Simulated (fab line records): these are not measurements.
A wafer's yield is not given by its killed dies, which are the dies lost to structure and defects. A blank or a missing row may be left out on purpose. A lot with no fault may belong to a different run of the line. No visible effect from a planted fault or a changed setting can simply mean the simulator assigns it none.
What tool caused it? :: flow sky130 :: 72 wafers from 24 lots sampled at 4 of the route's 708 steps

WHAT EACH GAUGE READ, for each wafer
SKY_VIA3_THK_MEAS_23: measures by xrf.
lot: L074
measured: day 39 05:28
on: film metro-04
VIA3_W_THK (nm): 391 392 391

lot: L075
measured: day 39 13:23
on: film metro-04
VIA3_W_THK (nm): 394 393 394

lot: L076
measured: day 39 22:48
on: film metro-04
VIA3_W_THK (nm): 392 386 388

lot: L077
measured: day 40 05:48
on: film metro-04
VIA3_W_THK (nm): 403 393 391

lot: L078
measured: day 41 04:00
on: film metro-01
VIA3_W_THK (nm): 388 388 387

lot: L079
measured: day 41 13:03
on: film metro-02
VIA3_W_THK (nm): 397 393 391

lot: L080
measured: day 41 17:28
on: film metro-02
VIA3_W_THK (nm): 406 407 406

lot: L081
measured: day 41 17:43
on: film metro-02
VIA3_W_THK (nm): 416 400 407

lot: L082
measured: day 41 21:27
on: film metro-04
VIA3_W_THK (nm): 401 407 405

lot: L083
measured: day 42 06:34
on: film metro-01
VIA3_W_THK (nm): 390 391 391

lot: L084
measured: day 42 13:25
on: film metro-04
VIA3_W_THK (nm): 405 408 410

lot: L085
measured: day 43 01:03
on: film metro-02
VIA3_W_THK (nm): 397 396 396

lot: L086
measured: day 43 03:22
on: film metro-01
VIA3_W_THK (nm): 400 396 400

lot: L087
measured: day 43 04:45
on: film metro-02
VIA3_W_THK (nm): 395 404 396

lot: L088
measured: day 43 13:41
on: film metro-04
VIA3_W_THK (nm): 397 395 394

lot: L089
measured: day 43 20:05
on: film metro-02
VIA3_W_THK (nm): 399 386 392

lot: L090
measured: day 43 23:32
on: film metro-02
VIA3_W_THK (nm): 398 391 394

lot: L091
measured: day 44 09:52
on: film metro-04
VIA3_W_THK (nm): 399 392 394

lot: L092
measured: day 44 10:52
on: film metro-01
VIA3_W_THK (nm): 388 388 404

lot: L094
measured: day 44 23:17
on: film metro-04
VIA3_W_THK (nm): 388 397 403

lot: L093
measured: day 45 06:56
on: film metro-02
VIA3_W_THK (nm): 406 400 401

lot: L095
measured: day 45 20:28
on: film metro-01
VIA3_W_THK (nm): 403 402 402

lot: L097
measured: day 46 00:18
on: film metro-01
VIA3_W_THK (nm): 401 403 393

lot: L096
measured: day 46 00:40
on: film metro-02
VIA3_W_THK (nm): 398 407 398

SKY_CAP2M_THK_MEAS_01.
lot: L074
measured: day 39 06:00
on: film metro-02
CAP2M_CVD_00_THK (nm): 15.34 15.84 15.63

lot: L075
measured: day 39 14:01
on: film metro-03
CAP2M_CVD_00_THK (nm): 15.25 15.37 15.74

lot: L076
measured: day 39 23:20
on: film metro-03
CAP2M_CVD_00_THK (nm): 15.27 15.48 15.47

lot: L077
measured: day 40 06:20
on: film metro-02
CAP2M_CVD_00_THK (nm): 15.26 15.30 15.45

lot: L078
measured: day 41 04:32
on: film metro-03
CAP2M_CVD_00_THK (nm): 15.50 15.77 15.80

lot: L079
measured: day 41 13:36
on: film metro-03
CAP2M_CVD_00_THK (nm): 15.04 15.14 14.93

lot: L080
measured: day 41 18:00
on: film metro-02
CAP2M_CVD_00_THK (nm): 15.26 15.27 15.71

lot: L081
measured: day 41 18:19
on: film metro-02
CAP2M_CVD_00_THK (nm): 15.31 15.47 15.50

lot: L082
measured: day 41 21:59
on: film metro-02
CAP2M_CVD_00_THK (nm): 15.46 15.67 15.77

lot: L083
measured: day 42 07:06
on: film metro-02
CAP2M_CVD_00_THK (nm): 15.33 15.31 15.49

lot: L084
measured: day 42 13:58
on: film metro-03
CAP2M_CVD_00_THK (nm): 15.59 15.83 15.96

lot: L085
measured: day 43 01:35
on: film metro-03
CAP2M_CVD_00_THK (nm): 15.74 15.63 16.00

lot: L086
measured: day 43 04:00
on: film metro-02
CAP2M_CVD_00_THK (nm): 15.38 15.58 15.81

lot: L087
measured: day 43 05:17
on: film metro-04
CAP2M_CVD_00_THK (nm): 15.40 15.86 15.86

lot: L088
measured: day 43 14:14
on: film metro-02
CAP2M_CVD_00_THK (nm): 15.84 16.09 16.21

lot: L089
measured: day 43 20:46
on: film metro-03
CAP2M_CVD_00_THK (nm): 15.24 15.42 15.26

lot: L090
measured: day 44 00:04
on: film metro-04
CAP2M_CVD_00_THK (nm): 15.86 15.80 15.86

lot: L091
measured: day 44 10:24
on: film metro-03
CAP2M_CVD_00_THK (nm): 15.39 15.41 15.59

lot: L092
measured: day 44 11:24
on: film metro-02
CAP2M_CVD_00_THK (nm): 15.53 15.72 15.37

lot: L094
measured: day 44 23:49
on: film metro-04
CAP2M_CVD_00_THK (nm): 15.40 15.50 15.60

lot: L093
measured: day 45 07:43
on: film metro-04
CAP2M_CVD_00_THK (nm): 15.38 15.34 15.42

lot: L095
measured: day 45 21:01
on: film metro-02
CAP2M_CVD_00_THK (nm): 15.39 15.56 15.62

lot: L097
measured: day 46 00:52
on: film metro-04
CAP2M_CVD_00_THK (nm): 15.53 15.86 15.78

lot: L096
measured: day 46 01:12
on: film metro-04
CAP2M_CVD_00_THK (nm): 15.46 15.67 15.57

SKY_VIA4_BOW_MEAS_03.
lot: L074
measured: day 41 09:49
on: film metro-03
VIA4_BOW (um): 81 78 75

lot: L075
measured: day 41 16:45
on: film metro-04
VIA4_BOW (um): 70 82 83

lot: L076
measured: day 42 02:03
on: film metro-04
VIA4_BOW (um): 98 91 94

lot: L077
measured: day 42 08:31
on: film metro-04
VIA4_BOW (um): 74 76 88

lot: L078
measured: day 43 04:57
on: film metro-01
VIA4_BOW (um): 72 75 82

lot: L079
measured: day 43 14:02
on: film metro-03
VIA4_BOW (um): 88 89 89

lot: L080
measured: day 43 17:45
on: film metro-03
VIA4_BOW (um): 90 89 92

lot: L081
measured: day 43 19:19
on: film metro-01
VIA4_BOW (um): 80 81 71

lot: L082
measured: day 43 22:44
on: film metro-01
VIA4_BOW (um): 73 58 72

lot: L083
measured: day 44 06:13
on: film metro-01
VIA4_BOW (um): 88 89 87

lot: L084
measured: day 44 14:24
on: film metro-04
VIA4_BOW (um): 73 82 79

lot: L085
measured: day 45 00:51
on: film metro-04
VIA4_BOW (um): 81 87 91

lot: L086
measured: day 45 02:59
on: film metro-01
VIA4_BOW (um): 85 88 83

lot: L087
measured: day 45 03:57
on: film metro-04
VIA4_BOW (um): 72 74 80

lot: L088
measured: day 45 12:05
on: film metro-04
VIA4_BOW (um): 78 78 63

lot: L089
measured: day 45 18:09
on: film metro-04
VIA4_BOW (um): 83 85 66

lot: L090
measured: day 45 20:46
on: film metro-01
VIA4_BOW (um): 96 85 94

lot: L091
measured: day 46 07:04
on: film metro-01
VIA4_BOW (um): 72 76 77

lot: L092
measured: day 46 07:24
on: film metro-01
VIA4_BOW (um): 83 79 74

lot: L094
measured: day 46 20:34
on: film metro-03
VIA4_BOW (um): 86 91 86

lot: L093
measured: day 47 02:14
on: film metro-01
VIA4_BOW (um): 83 66 91

lot: L095
measured: day 47 15:41
on: film metro-03
VIA4_BOW (um): 81 83 84

lot: L097
measured: day 47 19:47
on: film metro-03
VIA4_BOW (um): 74 80 78

lot: L096
measured: day 47 20:18
on: film metro-04
VIA4_BOW (um): 83 86 66

TOOL THAT RAN EACH LOT (tool first, then ch and the chambers of the sampled wafers, then the start)
lot: L074
SKY_METAL3_STRIP_19: plasma asher-01 ch 0,1, day 38 01:54

lot: L075
SKY_METAL3_STRIP_19: plasma asher-01 ch 0,1, day 38 09:57

lot: L076
SKY_METAL3_STRIP_19: plasma asher-01 ch 0,1, day 38 19:32

lot: L077
SKY_METAL3_STRIP_19: plasma asher-03 ch 0,1, day 39 02:06

lot: L078
SKY_METAL3_STRIP_19: plasma asher-04 ch 0,1, day 40 01:39

lot: L079
SKY_METAL3_STRIP_19: plasma asher-01 ch 0,1, day 40 11:02

lot: L080
SKY_METAL3_STRIP_19: plasma asher-04 ch 0,1, day 40 15:17

lot: L081
SKY_METAL3_STRIP_19: plasma asher-03 ch 0,1, day 40 15:38

lot: L082
SKY_METAL3_STRIP_19: plasma asher-04 ch 0,1, day 40 19:53

lot: L083
SKY_METAL3_STRIP_19: plasma asher-04 ch 0,1, day 41 05:12

lot: L084
SKY_METAL3_STRIP_19: plasma asher-04 ch 0,1, day 41 12:08

lot: L085
SKY_METAL3_STRIP_19: plasma asher-03 ch 0,1, day 41 23:36

lot: L086
SKY_METAL3_STRIP_19: plasma asher-01 ch 0,1, day 42 01:47

lot: L087
SKY_METAL3_STRIP_19: plasma asher-01 ch 1, day 42 03:41

lot: L088
SKY_METAL3_STRIP_19: plasma asher-01 ch 0,1, day 42 11:48

lot: L089
SKY_METAL3_STRIP_19: plasma asher-01 ch 0, day 42 19:23

lot: L090
SKY_METAL3_STRIP_19: plasma asher-04 ch 0,1, day 42 22:37

lot: L091
SKY_METAL3_STRIP_19: plasma asher-04 ch 0,1, day 43 08:36

lot: L092
SKY_METAL3_STRIP_19: plasma asher-04 ch 0,1, day 43 09:47

lot: L094
SKY_METAL3_STRIP_19: plasma asher-01 ch 0,1, day 43 23:24

lot: L093
SKY_METAL3_STRIP_19: plasma asher-03 ch 0,1, day 44 07:17

lot: L095
SKY_METAL3_STRIP_19: plasma asher-04 ch 0,1, day 44 20:49

lot: L097
SKY_METAL3_STRIP_19: plasma asher-04 ch 1, day 45 00:56

lot: L096
SKY_METAL3_STRIP_19: plasma asher-04 ch 0,1, day 45 01:34
- SKY_METAL3_STRIP_19: strips in O2/N2.

AS READ BY THE TOOLS THEMSELVES (means over the sampled wafers that have a number; for cases with no such wafer, the mark the record gives instead)
SKY_METAL3_STRIP_19.
lot: L074
tool: plasma asher-01
drypump motor current A (A): 5.5
oes product au (a.u.): 0.511
strip time to endpoint s (s): 6.72

lot: L075
tool: plasma asher-01
drypump motor current A (A): 5.5
oes product au (a.u.): 0.500
strip time to endpoint s (s): 6.61

lot: L076
tool: plasma asher-01
drypump motor current A (A): 5.2
oes product au (a.u.): 0.503
strip time to endpoint s (s): 6.56

lot: L077
tool: plasma asher-03
drypump motor current A (A): 5.4
oes product au (a.u.): 0.507
strip time to endpoint s (s): 6.64

lot: L078
tool: plasma asher-04
drypump motor current A (A): 5.1
oes product au (a.u.): 0.501
strip time to endpoint s (s): 6.57

lot: L079
tool: plasma asher-01
drypump motor current A (A): 5.4
oes product au (a.u.): 0.504
strip time to endpoint s (s): 6.62

lot: L080
tool: plasma asher-04
drypump motor current A (A): 5.4
oes product au (a.u.): 0.505
strip time to endpoint s (s): 6.52

lot: L081
tool: plasma asher-03
drypump motor current A (A): 5.4
oes product au (a.u.): 0.506
strip time to endpoint s (s): 6.61

lot: L082
tool: plasma asher-04
drypump motor current A (A): 5.4
oes product au (a.u.): 0.506
strip time to endpoint s (s): 6.61

lot: L083
tool: plasma asher-04
drypump motor current A (A): 5.1
oes product au (a.u.): 0.503
strip time to endpoint s (s): 6.60

lot: L084
tool: plasma asher-04
drypump motor current A (A): 5.1
oes product au (a.u.): 0.507
strip time to endpoint s (s): 6.58

lot: L085
tool: plasma asher-03
drypump motor current A (A): 5.4
oes product au (a.u.): 0.500
strip time to endpoint s (s): 6.49

lot: L086
tool: plasma asher-01
drypump motor current A (A): 5.2
oes product au (a.u.): 0.504
strip time to endpoint s (s): 6.51

lot: L087
tool: plasma asher-01
drypump motor current A (A): 5.0
oes product au (a.u.): 0.510
strip time to endpoint s (s): 6.69

lot: L088
tool: plasma asher-01
drypump motor current A (A): 5.2
oes product au (a.u.): 0.508
strip time to endpoint s (s): 6.58

lot: L089
tool: plasma asher-01
drypump motor current A (A): 5.7
oes product au (a.u.): 0.513
strip time to endpoint s (s): 6.69

lot: L090
tool: plasma asher-04
drypump motor current A (A): 5.4
oes product au (a.u.): 0.504
strip time to endpoint s (s): 6.58

lot: L091
tool: plasma asher-04
drypump motor current A (A): 5.1
oes product au (a.u.): 0.505
strip time to endpoint s (s): 6.60

lot: L092
tool: plasma asher-04
drypump motor current A (A): 5.1
oes product au (a.u.): 0.504
strip time to endpoint s (s): 6.62

lot: L094
tool: plasma asher-01
drypump motor current A (A): 5.2
oes product au (a.u.): 0.511
strip time to endpoint s (s): 6.65

lot: L093
tool: plasma asher-03
drypump motor current A (A): 5.4
oes product au (a.u.): 0.506
strip time to endpoint s (s): 6.68

lot: L095
tool: plasma asher-04
drypump motor current A (A): 5.1
oes product au (a.u.): 0.502
strip time to endpoint s (s): 6.67

lot: L097
tool: plasma asher-04
drypump motor current A (A): 5.8
oes product au (a.u.): 0.499
strip time to endpoint s (s): 6.51

lot: L096
tool: plasma asher-04
drypump motor current A (A): 5.1
oes product au (a.u.): 0.505
strip time to endpoint s (s): 6.57

THE ANSWER, worked out from the rows above alone
Rule: usual is defined by the lots themselves. The widest of any qualifying gaps counts: lots, ordered by their means at a reading, are off when they make up no more than a third of the lots, leave a main group of 4 or more, and stand apart from it by 3 or more times the standard deviation of that group's means. If all means in a main group match to the digits the tables above print for the reading, that group is not used. Also off: a lot with no number at a reading for which 4 or more lots have one. All remaining lots with rows at the step are treated as sound. After the gauges, taken in route order, come the tools' own readings; for these a lot's mean is taken, as printed above. At the first step where some lot is off, the reading lying furthest off is the one used; lots without a number count as furthest.
Across all readings shown, no lot is off: no conclusion can be drawn from this.

WHAT THE SIMULATOR HAD PUT IN
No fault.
